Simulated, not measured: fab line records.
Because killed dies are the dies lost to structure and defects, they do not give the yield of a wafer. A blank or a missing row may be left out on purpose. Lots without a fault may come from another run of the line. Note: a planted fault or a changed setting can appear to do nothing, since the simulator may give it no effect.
What tool caused it? :: flow sky130 :: 6 lots with 18 wafers sampled at 4 steps, on a route of 708 steps

WHAT THE GAUGES SHOWED, per wafer
SKY_METAL4_OVL_MEAS_14.
lot: L259
measured: day 43 00:31
on: overlay-02
METAL4_OVL (nm): 9 4 5

lot: L262
measured: day 43 13:40
on: overlay-01
METAL4_OVL (nm): -3 -4 2

lot: L270
measured: day 45 18:22
on: overlay-02
METAL4_OVL (nm): -2 3 -2

lot: L272
measured: day 46 15:34
on: overlay-02
METAL4_OVL (nm): 6 5 3

lot: L275
measured: day 47 13:59
on: overlay-01
METAL4_OVL (nm): 2 -3 -4

lot: L278
measured: day 48 07:37
on: overlay-02
METAL4_OVL (nm): 8 5 13

WHICH TOOL RAN EACH LOT (tool, then ch and the chambers of the sampled wafers, then the start)
lot: L259
SKY_CONTACT_ETCH_18: rie diel-01 ch 0,3, day 32 21:00
SKY_METAL4_SPUTTER_02: pvd sputter-03, day 41 00:37
SKY_CAP2M_METAL_ETCH_13: rie metal-03 ch 0,1, day 42 00:21

lot: L262
SKY_CONTACT_ETCH_18: rie diel-02 ch 1,2,3, day 33 10:00
SKY_METAL4_SPUTTER_02: pvd sputter-01, day 41 12:52
SKY_CAP2M_METAL_ETCH_13: rie metal-03 ch 0,1, day 42 13:09

lot: L270
SKY_CONTACT_ETCH_18: rie diel-02 ch 1,2,3, day 36 00:00
SKY_METAL4_SPUTTER_02: pvd sputter-03, day 43 19:50
SKY_CAP2M_METAL_ETCH_13: rie metal-04 ch 0,1, day 44 18:59

lot: L272
SKY_CONTACT_ETCH_18: rie diel-02 ch 0,1, day 36 23:00
SKY_METAL4_SPUTTER_02: pvd sputter-04, day 44 17:34
SKY_CAP2M_METAL_ETCH_13: rie metal-04 ch 0, day 45 16:34

lot: L275
SKY_CONTACT_ETCH_18: rie diel-02 ch 0,1,3, day 38 01:00
SKY_METAL4_SPUTTER_02: pvd sputter-04, day 45 17:37
SKY_CAP2M_METAL_ETCH_13: rie metal-04 ch 0,1, day 46 16:05

lot: L278
SKY_CONTACT_ETCH_18: rie diel-01 ch 0,2,3, day 39 03:00
SKY_METAL4_SPUTTER_02: pvd sputter-01, day 46 12:50
SKY_CAP2M_METAL_ETCH_13: rie metal-03 ch 0,1, day 47 10:11
- SKY_CONTACT_ETCH_18: etches Si3N4 in CHF3/O2, stops on TiN, time 39 s, target depth 75 nm.
- SKY_METAL4_SPUTTER_02: material AlCu, target thk 735 nm, time 39.1 s.
- SKY_CAP2M_METAL_ETCH_13: etches TiN in Cl2/BCl3, stops on SiO2, target depth 220 nm, time 62.9 s.

THE ANSWER, worked out from the rows above alone
Rule: what is usual is taken from the lots themselves. Put in order of their means at a reading, lots are off if they are a third of the lots or fewer, leave a main group of 4 or more, and stand apart from it by a gap of 3 or more times the standard deviation of the main group's means; of several such gaps the widest counts. A main group whose means are all the same, to the digits that the tables above print for the reading, isn't used. Also off: a lot with no number at a reading for which 4 or more lots have one. The other lots that the step has rows for count as sound.
None of the lots is off at any reading shown; this tells nothing.

WHAT THE SIMULATOR HAD INSERTED
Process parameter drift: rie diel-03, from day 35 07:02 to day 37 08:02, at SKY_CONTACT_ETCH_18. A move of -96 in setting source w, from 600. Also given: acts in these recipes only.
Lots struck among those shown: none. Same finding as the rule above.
